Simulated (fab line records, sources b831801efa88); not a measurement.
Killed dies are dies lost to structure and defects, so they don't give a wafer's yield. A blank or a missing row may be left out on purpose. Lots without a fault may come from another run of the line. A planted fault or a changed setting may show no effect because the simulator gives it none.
A struck lot beside a sound one | flow sky130 | 14 steps out of a route of 708
Sound: wafers L169.1, L169.2, L169.6. Struck: wafers L176.1, L176.3, L176.4. The cause comes at the end.
At each step with rows: each side's tool, then ch and its chambers, then its first start. Under that, the readings that differ: sound wafers | struck wafers | difference of the means | sigmas: that difference in standard deviations of wafers without a fault.
alike: readings whose means differ by less than 2 such deviations, and words and numbers that are the same on both sides. not compared: withheld readings, readings that some wafer has no value for, bounds like >300 that may hide the same value, and numbers for which the record gives no deviation and whose values overlap.
The two part at a step that has a row with sigmas, a row that says differs or no value, or rows on one side only. Numbers that don't overlap but have no deviation are shown without sigmas and don't part them. A reading that every wafer of one side lacks parts them only if that side has two wafers or more.

first, 3 steps without rows for these wafers: SKY_METAL2_CLEAN_22 (cleans in IPA, time 180 s); SKY_METAL2_CLEAN_23 (cleans in O3/DIW); SKY_VIA2_HDPCVD_00 (deposits SiO2, target thk 1180 nm, time 196.7 s).
SKY_VIA2_THK_MEAS_01:
  sound on film_metro-01, day 38 04:41; struck on film_metro-04, day 40 12:10
  alike: VIA2_HDPCVD_THK
SKY_VIA2_CMP_02: polishes SiO2.
  sound on cmp-01 ch 0,1,2, day 38 04:47; struck on cmp-01 ch 1,2,3, day 40 12:16
  alike: motor_current_A, retaining_ring_pressure_frac, slurry_flow_ml_min
SKY_VIA2_BOW_MEAS_03:
  sound on film_metro-01, day 38 05:02; struck on film_metro-03, day 40 12:31
  alike: VIA2_BOW
then, 6 steps without rows for these wafers: SKY_VIA2_DEHYDRATE_04 (time 60 s); SKY_VIA2_HMDS_05 (prime time 60 s); SKY_VIA2_COAT_06 (resist thk 60 nm); SKY_VIA2_COAT_07 (resist thk 444.8 nm); SKY_VIA2_SOFTBAKE_08 (time 90 s); SKY_VIA2_EXPOSE_09 (exposes mask VIM2, target cd 200 nm).
SKY_VIA2_PEB_10:
  sound on litho_track-01 ch 0, day 39 06:00; struck on litho_track-03, day 41 12:00
  reading         | sound          | struck | difference                    | sigmas
  exhaust_pa (Pa) | 44.6 46.1 45.8 | - - -  | no value on the struck wafers |
  not compared: chill_plate_temp_C
then, 1 step without rows for these wafers: SKY_VIA2_DEVELOP_11 (develop time 60 s).

WHERE THEY PART
Only at SKY_VIA2_PEB_10, within this record.

WHY: what the simulator had put in
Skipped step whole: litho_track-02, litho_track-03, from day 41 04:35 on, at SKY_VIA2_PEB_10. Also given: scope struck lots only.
